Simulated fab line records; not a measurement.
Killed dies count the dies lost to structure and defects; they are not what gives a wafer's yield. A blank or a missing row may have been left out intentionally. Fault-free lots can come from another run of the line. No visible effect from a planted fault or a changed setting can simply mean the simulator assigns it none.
Comparing a struck lot with a sound one / flow sky130 / 14 steps out of a route of 708
Sound: wafers L426.1, L426.3, L426.4. The struck wafers were L431.1, L431.4, L431.5. The cause comes at the end.
Each step with rows lists, per side, the tool, then ch with its chambers, then its first start. Under that, the readings that differ: sound wafers / struck wafers / difference of the means / sigmas: that difference in standard deviations of wafers without a fault.
alike: same words and numbers on both sides, and readings whose means sit less than 2 such deviations apart. not compared: any withheld reading, any reading some wafer has no value for, any bound like >300 that may hide the same value, and any number with overlapping values for which the record gives no deviation.
Wherever a step has rows on one side only, a row that says differs or no value, or a row with sigmas, the two part there. Non-overlapping numbers with no deviation appear without sigmas and do not part them. A reading missing from all wafers of one side parts the sides only when that side holds two or more wafers.

first, 3 steps without rows for these wafers: SKY_VT_ADJUST_LVTN_EXPOSE_15 (exposes mask HVN STD DERIVED, target cd 600 nm); SKY_VT_ADJUST_LVTN_PEB_16; SKY_VT_ADJUST_LVTN_DEVELOP_17 (develop time 60 s).
SKY_VT_ADJUST_LVTN_OVL_MEAS_18:
  struck on overlay-01, day 11 14:01; sound on overlay-02, day 10 03:13
  alike: VT_ADJUST_LVTN_01_OVL
then, 1 step without rows for these wafers: SKY_VT_ADJUST_LVTN_IMPLANT_19.
SKY_VT_ADJUST_LVTN_STRIP_20: strips in O2/N2.
  sound on plasma asher-02 ch 0,1, day 10 03:25; struck on plasma asher-03 ch 0,1, day 11 14:11
  alike: drypump motor current A, oes product au, strip time to endpoint s
  not compared: rf hours counter h
SKY_VT_ADJUST_LVTN_TW_MEAS_21:
  struck on film metro-02, day 11 14:17; sound on film metro-01, day 10 03:31
  alike: VT_ADJUST_LVTN_2_TW
then, 5 steps without rows for these wafers: SKY_VT_ADJUST_NCORE_DEHYDRATE_00 (time 60 s); SKY_VT_ADJUST_NCORE_HMDS_01 (prime time 60 s); SKY_VT_ADJUST_NCORE_COAT_02 (resist thk 1140 nm); SKY_VT_ADJUST_NCORE_SOFTBAKE_03 (time 60 s); SKY_VT_ADJUST_NCORE_EXPOSE_04 (exposes mask LVTN COMPLEMENT THIN, target cd 380 nm).
SKY_VT_ADJUST_NCORE_PEB_05:
  sound on litho track-04 ch 0, day 11 02:58; struck on litho track-01, day 12 15:55
reading=exhaust pa (Pa); sound=44.0 44.0 45.2; struck=- - -; difference=no value on the struck wafers; sigmas=
  not compared: chill plate temp C
then, 1 step without rows for these wafers: SKY_VT_ADJUST_NCORE_DEVELOP_06 (develop time 60 s).

WHERE THEY PART
Only at SKY_VT_ADJUST_NCORE_PEB_05, as far as this record shows.

WHY: whatever the simulator had introduced
Step skipped in full: litho track-01, at SKY_VT_ADJUST_NCORE_PEB_05, from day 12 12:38 onward. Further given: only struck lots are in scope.
